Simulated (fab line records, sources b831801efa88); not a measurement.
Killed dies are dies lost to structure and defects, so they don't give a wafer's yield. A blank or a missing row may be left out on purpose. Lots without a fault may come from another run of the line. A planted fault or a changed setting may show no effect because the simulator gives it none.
A struck lot beside a sound one | flow sky130 | 14 steps out of a route of 708
Sound: wafers L985.2, L985.3, L985.6. Struck: wafers L979.1, L979.2, L979.4. The cause comes at the end.
At each step with rows: each side's tool, then ch and its chambers, then its first start. Under that, the readings that differ: sound wafers | struck wafers | difference of the means | sigmas: that difference in standard deviations of wafers without a fault.
alike: readings whose means differ by less than 2 such deviations, and words and numbers that are the same on both sides. not compared: withheld readings, readings that some wafer has no value for, bounds like >300 that may hide the same value, and numbers for which the record gives no deviation and whose values overlap.
The two part at a step that has a row with sigmas, a row that says differs or no value, or rows on one side only. Numbers that don't overlap but have no deviation are shown without sigmas and don't part them. A reading that every wafer of one side lacks parts them only if that side has two wafers or more.

first, 5 steps without rows for these wafers: SKY_SONOS_ONO_COAT_08 (resist thk 1140 nm); SKY_SONOS_ONO_SOFTBAKE_09 (time 60 s); SKY_SONOS_ONO_EXPOSE_10 (exposes mask ONOM, target cd 410 nm); SKY_SONOS_ONO_PEB_11; SKY_SONOS_ONO_DEVELOP_12 (develop time 60 s).
SKY_SONOS_ONO_CD_MEAS_13: target cd 410 nm.
  sound on cd_sem-01, day 19 09:31; struck on cd_sem-01, day 16 22:40
  alike: cd_nm
SKY_SONOS_ONO_OVL_MEAS_14:
  sound on overlay-02, day 19 09:38; struck on overlay-01, day 16 22:47
  alike: SONOS_ONO_OVL
SKY_SONOS_ONO_ETCH_15: etches the open film in CHF3/O2, target depth 19.52 nm, time 7.8 s.
  sound on rie_diel-04 ch 1,2, day 19 09:40; struck on rie_diel-04 ch 1,2,3, day 16 22:49
  alike: drypump_motor_current_A, oes_product_au, throttle_valve_pct
  not compared: rf_hours_counter_h
then, 1 step without rows for these wafers: SKY_SONOS_ONO_WET_ETCH_16 (etches SiO2 in dHF, target depth 14 nm, time 280 s).
SKY_SONOS_ONO_STRIP_17: strips in O2/N2.
  sound on plasma_asher-04 ch 0,1, day 19 09:46; struck on plasma_asher-01 ch 0,1, day 16 22:56
  alike: drypump_motor_current_A, o2_flow_sccm, oes_product_au, strip_time_to_endpoint_s
  not compared: rf_hours_counter_h
then, 2 steps without rows for these wafers: SKY_SONOS_ONO_WET_ETCH_18 (etches Si3N4 in H3PO4, target depth 15 nm, time 172 s); SKY_GATE_OXIDE_CLEAN_00 (cleans in SC1/SC2, time 150 s).
SKY_GATE_OXIDE_OXIDATION_01: stabilise 600 s, purge 300 s, target thk 10.268 nm.
  sound on furnace-02 ch 0, day 19 10:15; struck on furnace-02, day 17 00:59
  no value came back on the struck wafers for ox_temp_c (C), ox_temp_c_max, tube_center_temp_C_max; on the sound wafers ox_temp_c (C) reads 900.3 900.3 899.3
then, 1 step without rows for these wafers: SKY_GATE_OXIDE_DEHYDRATE_03 (time 60 s).

WHERE THEY PART
Only at SKY_GATE_OXIDE_OXIDATION_01, within this record.

WHY: what the simulator had put in
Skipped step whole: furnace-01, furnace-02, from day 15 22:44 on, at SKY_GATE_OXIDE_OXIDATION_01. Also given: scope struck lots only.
